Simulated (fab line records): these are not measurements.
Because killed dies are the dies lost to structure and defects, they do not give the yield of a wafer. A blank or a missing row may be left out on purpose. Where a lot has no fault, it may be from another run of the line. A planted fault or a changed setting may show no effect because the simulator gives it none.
2 desks looking at one fault || flow sfqLine || each desk holds nothing but its own numbers, with what lay behind them at the end

== FROM THE METROLOGY DESK ==
Lot by lot, what the gauges showed, no matter which tool ran the lot: averages of those sampled wafers that carry a number. A lot is out of limits, marked OUT, if its mean lies more than 4 standard deviations from the usual mean; the brackets give that distance.
Columns: A = I0_BOW at SFQ_I0_BOW_MEAS_907, usual 1 um; B = M1_NB_RS at SFQ_M1_RS_MEAS_909, usual 0.894 ohm/sq
{"lot": "L522", "first seen here": "day 12 10:20", "A": 5, "B": 0.896}
{"lot": "L523", "first seen here": "day 12 22:20", "A": -3, "B": 0.903}
{"lot": "L525", "first seen here": "day 13 13:20", "A": 1, "B": 0.896}
{"lot": "L527", "first seen here": "day 14 06:28", "A": 2, "B": 0.888}
{"lot": "L528", "first seen here": "day 14 09:40", "A": 0, "B": 0.887}
{"lot": "L530", "first seen here": "day 15 00:16", "A": -1, "B": 0.882}
{"lot": "L532", "first seen here": "day 15 15:41", "A": 2, "B": 0.898}
{"lot": "L534", "first seen here": "day 16 00:50", "A": 4, "B": "0.802 (-7.6) OUT"}
{"lot": "L535", "first seen here": "day 16 09:17", "A": -2, "B": "0.648 (-20) OUT"}
{"lot": "L540", "first seen here": "day 17 17:29", "A": -1, "B": 0.896}
{"lot": "L541", "first seen here": "day 17 22:16", "A": 7, "B": 0.890}
{"lot": "L543", "first seen here": "day 18 03:20", "A": 1, "B": 0.882}
{"lot": "L544", "first seen here": "day 18 06:19", "A": 0, "B": 0.923}
{"lot": "L545", "first seen here": "day 18 08:15", "A": 4, "B": 0.906}
This desk finds L534, L535 out of limits, with the earliest case on L534 at day 21 15:37 (M1_NB_RS at SFQ_M1_RS_MEAS_909). In limits: L522, L523, L525, L527, L528, L530, L532, L540, L541, L543, L544, L545.

== DESK OF THE TOOL OWNER: pvdSputter-06 ==
The tool's own readings at SFQ_TRILAYER_M1_DEP_SPUTTER_037 (material Nb, target thk 200 nm, time 133.3 s): means of the sampled wafers that have a number, for each lot that ran on this tool. A lot is out of limits, marked OUT, if its mean lies more than 4 standard deviations from the usual mean; the brackets give that distance.
Columns: A = basePressurePa at SFQ_TRILAYER_M1_DEP_SPUTTER_037, usual 1.33e-06 Pa; B = throttleValvePct at SFQ_TRILAYER_M1_DEP_SPUTTER_037, usual 30.5 %
{"lot": "L522", "first seen here": "day 16 13:28", "A": 1.42e-06, "B": 31.0}
{"lot": "L523", "first seen here": "day 17 14:47", "A": 1.33e-06, "B": 30.9}
{"lot": "L530", "first seen here": "day 20 06:59", "A": 1.36e-06, "B": 30.9}
{"lot": "L534", "first seen here": "day 21 15:30", "A": 1.29e-06, "B": 31.0}
{"lot": "L535", "first seen here": "day 22 02:22", "A": 1.29e-06, "B": 29.6}
{"lot": "L540", "first seen here": "day 24 06:25", "A": 1.39e-06, "B": 30.1}
{"lot": "L544", "first seen here": "day 24 18:24", "A": 1.33e-06, "B": 30.4}
This desk's verdict: no lot among the 7 shows anything out of limits.

== PUT TOGETHER ==
The metrology desk could have raised an alarm at day 21 15:37, on L534, L535.
The tool owner's desk saw nothing out of limits.
On record at the tool owner's desk: L534, L535, within its limits.
The lots listed all ran SFQ_TRILAYER_M1_DEP_SPUTTER_037 on pvdSputter-06.

== WHAT THE SIMULATOR PUT IN ==
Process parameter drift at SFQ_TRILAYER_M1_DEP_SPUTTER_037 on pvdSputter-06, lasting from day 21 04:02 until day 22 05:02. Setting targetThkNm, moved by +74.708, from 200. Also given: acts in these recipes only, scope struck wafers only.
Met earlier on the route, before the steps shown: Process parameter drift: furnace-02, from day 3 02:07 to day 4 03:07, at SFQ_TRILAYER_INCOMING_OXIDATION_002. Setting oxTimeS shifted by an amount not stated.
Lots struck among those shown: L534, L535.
Hours from the fault's start to each desk's first reading out of limits: the metrology desk, 12.
